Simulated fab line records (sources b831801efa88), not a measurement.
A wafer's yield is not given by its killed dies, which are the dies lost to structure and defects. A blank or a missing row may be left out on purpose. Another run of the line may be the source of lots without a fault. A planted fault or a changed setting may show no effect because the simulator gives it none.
A lot that was struck, set against a sound lot -- flow sky130 -- 17 out of 708 route steps
Sound: the wafers L125.1, L125.4, L125.5. Struck: wafers L133.3, L133.4, L133.5. At the end, the cause is stated.
Order at every step that has rows: each side's tool, ch and its chambers, its first start. Under that, the readings that differ: sound wafers -- struck wafers -- difference of the means -- sigmas: that difference in standard deviations of wafers without a fault.
alike: a reading whose means differ by less than 2 such deviations, as well as words and numbers matching on both sides. not compared: withheld readings; readings where some wafer has no value; bounds like >300 that might hide an equal value; numbers whose values overlap and for which the record gives no deviation.
The two part at a step that has a row with sigmas, a row that says differs or no value, or rows on one side only. Non-overlapping numbers with no deviation appear without sigmas and do not part them. A reading missing from all wafers of one side parts the sides only when that side holds two or more wafers.

first, 5 steps without rows for these wafers: SKY_SD_N_COAT_02 (resist thk 1140 nm); SKY_SD_N_SOFTBAKE_03 (time 60 s); SKY_SD_N_EXPOSE_04 (exposes mask NSDM, target cd 380 nm); SKY_SD_N_PEB_05; SKY_SD_N_DEVELOP_06 (develop time 60 s).
SKY_SD_N_CD_MEAS_07 targets a cd of 380 nm.
  sound: cdSem-02 at day 32 02:55; struck: cdSem-01 at day 34 17:11
  alike: cdNm
SKY_SD_N_OVL_MEAS_08:
  sound: overlay-02 at day 32 03:02; struck: overlay-01 at day 34 17:17
  alike: SD_N_OVL
then, 2 steps without rows for these wafers: SKY_SD_N_IMPLANT_09; SKY_SD_N_IMPLANT_10.
SKY_SD_N_STRIP_11: strips in O2/N2.
  sound on plasmaAsher-01 ch 0,1, day 32 03:22; struck on plasmaAsher-01 ch 0,1, day 34 17:38
  alike: chamberPressureMTorr, drypumpMotorCurrentA, oesProductAu, stripTimeToEndpointS
  not compared: rfHoursCounterH
SKY_SD_N_TW_MEAS_12:
  sound: filmMetro-03 at day 32 03:28; struck: filmMetro-01 at day 34 17:43
  alike: SD_N_TW
then, 1 step without rows for these wafers: SKY_SD_N_CLEAN_13 (cleans in SC1/SC2, time 150 s).
SKY_SD_N_RTA_14: time 2 s.
  sound on rtpAnneal-01 ch 0, day 32 03:34; struck on rtpAnneal-01 ch 0, day 34 17:50
reading,sound,struck,difference,sigmas
lampPowerPct (%),15.75 15.68 15.74,16.50 16.52 16.57,+0.81,+15
wafer_temp_C_max,1078.6 1078.2 1079.5,1108.7 1108.0 1109.3,+29.9,+25
  alike: rampDownCPerS
SKY_SD_N_RS_MEAS_16: uses a four-point probe to measure.
  sound: filmMetro-02 at day 32 03:45; struck: filmMetro-03 at day 34 18:02
reading,sound,struck,difference,sigmas
SD_N_RS (ohm/sq),68.39 68.43 68.22,63.32 63.28 63.21,-5.08,-32
SKY_SD_N_RS_MEAS_17: uses a four-point probe to measure.
  sound: filmMetro-02 at day 32 03:52; struck: filmMetro-03 at day 34 18:09
reading,sound,struck,difference,sigmas
SD_P_RS (ohm/sq),146.7 146.8 146.1,121.1 121.3 121.1,-25.4,-59
SKY_SD_N_RS_MEAS_18: uses a four-point probe to measure.
  sound: filmMetro-02 at day 32 03:59; struck: filmMetro-03 at day 34 18:16
reading,sound,struck,difference,sigmas
RES_XHIGH_RS (ohm/sq),330.3 331.2 330.0,333.5 333.6 334.1,+3.2,+2
-- record jumps: 16 days separate the struck wafers' starts on either side; left off in module SD_N, taken up again in module PAD_OPEN, whose first shown step is the route's number 708 --
SKY_PAD_OPEN_PROBE_99:
  sound: prober-01 at day 48 18:42; struck: prober-02 at day 50 10:40
reading,sound,struck,difference,sigmas
model.etest.resXhighPo.lineOhmUm,5533 5653 5712,4494 4287 4638,-1160,
model.etest.resXhighPo.rsOhmSq,1945 1988 1970,1552 1514 1613,-408,
model.etest.pfet_01v8.rOnOhmUm,2879 2965 2934,2471 2469 2479,-453,
model.etest.resPdiff.lineOhmUm,1414 1399 1386,1106 1155 1126,-271,
model.etest.resHighPo.lineOhmUm,749.3 748.1 749.5,609.9 601.4 625.5,-136.7,
model.etest.pfetG5v0d10v5.rOnOhmUm,4814 4872 4813,4552 4520 4427,-333,
model.etest.liconHighPo.rcOhm,346.1 344.1 353.4,257.2 249.9 258.2,-92.8,
model.etest.resNdiff.lineOhmUm,764 759.9 776.8,700.6 710.1 695.6,-64.8,
  alike: killed_at_M0_to_M3, killed_at_M4_up, killedAtContacts, killedAtFrontEnd, killedAtOther, killedDies, killedOnRim, killedOpen, killedShort

WHERE THEY PART
First at SKY_SD_N_RTA_14; last, within this record, at SKY_SD_N_RS_MEAS_18. Later steps at which nothing parts them and some readings are alike: SKY_PAD_OPEN_PROBE_99.

WHY: what the simulator had put in
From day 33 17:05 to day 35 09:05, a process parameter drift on rtpAnneal-01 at SKY_SD_N_RTA_14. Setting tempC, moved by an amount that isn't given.
